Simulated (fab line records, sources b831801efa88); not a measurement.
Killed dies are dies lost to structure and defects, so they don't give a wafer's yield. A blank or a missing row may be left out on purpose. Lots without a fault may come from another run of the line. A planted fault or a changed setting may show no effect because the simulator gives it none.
One fault seen from 2 desks | flow gf180mcu | each desk has only its own numbers; what lay behind them comes last

THE TOOL OWNER'S DESK: pecvd-04
The tool's own readings at GF_MIM_CVD_05 (deposits Si3N4, target thk 42 nm, time 29.086 s): means of the sampled wafers that have a number, for each lot that ran on this tool. A lot is out of limits, marked OUT, if its mean lies more than 4 standard deviations from the usual mean; the brackets give that distance.
Columns: A = heater_power_outer_w at GF_MIM_CVD_05, usual 359 W; B = heater_power_w at GF_MIM_CVD_05, usual 632 W
lot  | first seen here | A   | B
L657 | day 24 17:49    | 344 | 612
L661 | day 25 20:43    | 315 | 596
L664 | day 27 02:44    | 341 | 602
This desk's finding: nothing out of limits on any of the 3 lots.

THE METROLOGY DESK
What the gauges read, lot by lot, whatever tool the lot ran on: means of the sampled wafers that have a number. A lot is out of limits, marked OUT, if its mean lies more than 4 standard deviations from the usual mean; the brackets give that distance.
Columns: A = V4_W_RS at GF_V4_RS_MEAS_24, usual 0.330 ohm/sq; B = V4_W_THK at GF_V4_THK_MEAS_25, usual 342 nm; C = MIM_CVD_05_THK at GF_MIM_THK_MEAS_06, usual 42.1 nm; D = MIM_ALCU_RS at GF_MIM_RS_MEAS_10, usual 0.1609 ohm/sq; E = MIM_ALCU_THK at GF_MIM_THK_MEAS_11, usual 201.9 nm; F = cd_nm at GF_M5_CD_MEAS_07, usual 280.0 nm; G = M5_OVL at GF_M5_OVL_MEAS_08, usual -2 nm
lot  | first seen here | A     | B   | C    | D      | E     | F     | G
L657 | day 24 17:08    | 0.336 | 334 | 42.3 | 0.1644 | 199.5 | 278.5 | 7
L661 | day 25 19:31    | 0.330 | 341 | 42.6 | 0.1584 | 203.5 | 280.7 | -2
L664 | day 27 02:04    | 0.330 | 342 | 42.0 | 0.1616 | 199.2 | 280.7 | -1
L675 | day 30 04:59    | 0.331 | 342 | 42.1 | 0.1606 | 203.0 | 280.6 | 1
L679 | day 31 01:59    | 0.331 | 338 | 41.6 | 0.1623 | 200.7 | 278.9 | -0
This desk's finding: nothing out of limits on any of the 5 lots.

PUT TOGETHER
The tool owner's desk saw nothing out of limits.
The metrology desk saw nothing out of limits.

WHAT THE SIMULATOR HAD PUT IN
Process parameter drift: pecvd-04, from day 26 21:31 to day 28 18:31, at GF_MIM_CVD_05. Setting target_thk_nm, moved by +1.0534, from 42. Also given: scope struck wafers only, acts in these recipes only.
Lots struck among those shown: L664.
